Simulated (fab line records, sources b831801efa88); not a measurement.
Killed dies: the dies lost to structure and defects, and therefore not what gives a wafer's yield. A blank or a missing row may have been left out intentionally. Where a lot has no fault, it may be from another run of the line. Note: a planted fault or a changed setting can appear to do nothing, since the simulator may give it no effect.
The same fault as seen by 2 desks / flow gf180mcu / what lay behind the numbers comes last; until then each desk has only its own

## FOR THE TOOL OWNER'S DESK: cvd-w-01
The tool's own readings at GF_V4_CVD_23 (deposits W, target thk 350 nm, time 104.9 s): means of the sampled wafers that have a number, for each lot that ran on this tool. The brackets show how far a lot's mean lies from the usual mean; more than 4 standard deviations puts the lot out of limits, marked OUT.
Columns: A = heater-power-w at GF_V4_CVD_23, usual 914 W
lot=L801; first seen here=day 25 02:35; A=1017
lot=L803; first seen here=day 25 21:05; A=964
lot=L804; first seen here=day 26 03:53; A=892
lot=L812; first seen here=day 28 19:22; A=894
lot=L813; first seen here=day 29 02:43; A=832
Result from this desk: across the 5 lots, nothing is out of limits.

## FROM THE METROLOGY DESK
What the gauges read, lot by lot, whatever tool the lot ran on: means of the sampled wafers that have a number. The brackets show how far a lot's mean lies from the usual mean; more than 4 standard deviations puts the lot out of limits, marked OUT.
Columns: A = V3_W_RS at GF_V3_RS_MEAS_24, usual 0.331 ohm/sq; B = M4_OVL at GF_M4_OVL_MEAS_15, usual 0 nm; C = V4_W_RS at GF_V4_RS_MEAS_24, usual 0.329 ohm/sq; D = V4_W_THK at GF_V4_THK_MEAS_25, usual 341 nm
lot=L799; first seen here=day 22 14:59; A=0.325; B=4; C=0.331; D=336
lot=L800; first seen here=day 22 21:53; A=0.326; B=4; C=0.329; D=336
lot=L801; first seen here=day 23 03:10; A=0.330; B=-7; C=0.326; D=346
lot=L802; first seen here=day 23 11:01; A=0.334; B=-2; C=0.331; D=342
lot=L803; first seen here=day 23 22:29; A=0.333; B=6; C=0.325; D=347
lot=L804; first seen here=day 24 04:29; A=0.328; B=1; C=0.328; D=335
lot=L812; first seen here=day 27 00:20; A=0.334; B=6; C=0.365 (+8.8) OUT; D=314 (-5.5) OUT
lot=L813; first seen here=day 27 08:49; A=0.338; B=5; C=0.347 (+4.3) OUT; D=327
lot=L814; first seen here=day 27 15:27; A=0.333; B=-8; C=0.333; D=338
lot=L816; first seen here=day 28 05:09; A=0.332; B=-1; C=0.330; D=340
lot=L818; first seen here=day 28 15:56; A=0.328; B=-6; C=0.334; D=336
This desk's finding: out of limits on L812, L813; first on L812, day 28 19:29 (V4_W_RS at GF_V4_RS_MEAS_24). L799, L800, L801, L802, L803, L804, L814, L816, L818 stayed within limits.

## TAKEN TOGETHER
L812, L813 would have let the metrology desk raise an alarm at day 28 19:29.
The tool owner's desk saw nothing out of limits.
On record at the tool owner's desk: L812, L813, within its limits.
GF_V4_CVD_23 was run on cvd-w-01 by each of the lots named.

## WHAT THE SIMULATOR PUT IN
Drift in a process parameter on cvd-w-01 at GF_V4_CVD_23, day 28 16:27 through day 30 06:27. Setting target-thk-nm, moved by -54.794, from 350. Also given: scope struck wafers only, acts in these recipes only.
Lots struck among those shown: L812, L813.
Delay in hours, fault start to first out-of-limits reading, per desk: metrology desk 3.
